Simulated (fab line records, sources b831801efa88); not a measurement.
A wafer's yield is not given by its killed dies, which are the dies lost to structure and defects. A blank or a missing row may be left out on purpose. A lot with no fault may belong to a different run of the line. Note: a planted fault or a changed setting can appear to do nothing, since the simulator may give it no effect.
A struck lot beside a sound one + flow sky130 + 17 steps out of a route of 708
Sound: the wafers L537.1, L537.4, L537.6. Struck: wafers L539.1, L539.2, L539.3. Last of all comes the cause.
At each step with rows: each side's tool, then ch and its chambers, then its first start. Under that, the readings that differ: sound wafers + struck wafers + difference of the means + sigmas: that difference in standard deviations of wafers without a fault.
alike: readings with means less than 2 such deviations apart, plus words and numbers identical on both sides. not compared: withheld readings, readings lacking a value on some wafer, bounds such as >300 that could conceal the same value, and numbers that have no deviation in the record and whose values overlap.
The two part at a step that has a row with sigmas, a row that says differs or no value, or rows on one side only. Numbers that don't overlap but have no deviation are shown without sigmas and don't part them. Lack of a reading on every wafer of one side parts them only where that side has two or more wafers.

first, 1 step without rows for these wafers: SKY_LDD_N_IMPLANT_15.
SKY_LDD_N_STRIP_16: strips in O2/N2.
  sound on plasma_asher-03 ch 0, day 19 02:08; struck on plasma_asher-04 ch 0,1, day 20 02:14
  alike: drypump_motor_current_A, oes_product_au, strip_time_to_endpoint_s
  not compared: rf_hours_counter_h
SKY_LDD_N_TW_MEAS_17:
  sound on film_metro-01 at day 19 02:14; struck on film_metro-01 at day 20 02:20
  alike: LDD_N_TW
then, 7 steps without rows for these wafers: SKY_LDD_P_DEHYDRATE_00 (time 60 s); SKY_LDD_P_HMDS_01 (prime time 60 s); SKY_LDD_P_COAT_02 (resist thk 1140 nm); SKY_LDD_P_SOFTBAKE_03 (time 60 s); SKY_LDD_P_EXPOSE_04 (exposes mask PSDM, target cd 380 nm); SKY_LDD_P_PEB_05; SKY_LDD_P_DEVELOP_06 (develop time 60 s).
SKY_LDD_P_CD_MEAS_07: target cd 380 nm.
  sound on cd_sem-01 at day 20 08:46; struck on cd_sem-02 at day 21 08:37
  alike: cd_nm
SKY_LDD_P_OVL_MEAS_08:
  sound on overlay-02 at day 20 08:53; struck on overlay-01 at day 21 08:44
  alike: LDD_P_OVL
SKY_LDD_P_IMPLANT_09:
  sound on implanter-01 ch 0, day 20 08:55; struck on implanter-02 ch 0, day 21 08:46
| reading                   | sound             | struck            | difference | sigmas |
|---------------------------|-------------------|-------------------|------------|--------|
| implant_ion_amu           | 49 49 49          | 11 11 11          | -38        |        |
| model.implant.rp_nm (nm)  | 21.28 21.28 21.28 | 80.94 80.94 80.94 | +59.66     |        |
| model.implant.drp_nm (nm) | 11.41 11.41 11.41 | 35.62 35.62 35.62 | +24.21     |        |
  alike: end_station_pressure_torr
SKY_LDD_P_STRIP_10: strips in O2/N2.
  sound on plasma_asher-03 ch 0,1, day 20 09:04; struck on plasma_asher-04 ch 0,1, day 21 08:55
  alike: drypump_motor_current_A, oes_product_au, strip_time_to_endpoint_s
  not compared: rf_hours_counter_h
SKY_LDD_P_TW_MEAS_11:
  sound on film_metro-04 at day 20 09:10; struck on film_metro-04 at day 21 09:01
| reading  | sound       | struck      | difference | sigmas |
|----------|-------------|-------------|------------|--------|
| LDD_P_TW | 629 629 631 | 403 404 401 | -227       | -34    |
then, 1 step without rows for these wafers: SKY_LDD_HVN_DEHYDRATE_00 (time 60 s).
-- a jump in the record: the struck wafers' starts before and after are 26 days apart (it breaks off in module LDD_HVN and resumes in module PAD_OPEN, where the first step shown is number 708 of the route) --
SKY_PAD_OPEN_PROBE_99:
  sound on prober-01 at day 46 19:30; struck on prober-02 at day 47 13:14
| reading                                | sound             | struck            | difference | sigmas |
|----------------------------------------|-------------------|-------------------|------------|--------|
| model.etest.tip_p.rs_ohm_sq            | 6867 6932 6859    | 6270 6288 6327    | -591       |        |
| model.etest.pfet_g5v0d10v5.r_on_ohm_um | 4674 4696 4771    | 4586 4580 4524    | -150       |        |
| model.etest.pfet_01v8.r_on_ohm_um      | 2881 2943 2888    | 2834 2735 2790    | -118       |        |
| model.etest.pfet_01v8.drive_ua_um      | 192.2 189.2 193   | 216.3 223.9 220.8 | +28.9      |        |
| model.etest.pfet_01v8_lvt.drive_ua_um  | 176.3 175.7 177.5 | 191.1 194.7 192.7 | +16.3      |        |
| model.etest.pfet_g5v0d10v5.drive_ua_um | 349.4 349.2 343.4 | 358.5 359.5 363.4 | +13.1      |        |
| model.etest.pfet_01v8_hvt.drive_ua_um  | 143.3 139.6 143.3 | 152.8 157.3 153.3 | +12.4      |        |
| model.etest.pfet_01v8_mvt.drive_ua_um  | 152.2 149.9 150.4 | 163.1 166 164     | +13.5      |        |
  alike: killed_at_M0_to_M3, killed_at_M4_up, killed_at_contacts, killed_at_front_end, killed_at_other, killed_dies, killed_open, killed_short

WHERE THEY PART
Only at SKY_LDD_P_TW_MEAS_11, as far as this record shows. Later steps at which nothing parts them and some readings are alike: SKY_PAD_OPEN_PROBE_99.

WHY: whatever the simulator had introduced
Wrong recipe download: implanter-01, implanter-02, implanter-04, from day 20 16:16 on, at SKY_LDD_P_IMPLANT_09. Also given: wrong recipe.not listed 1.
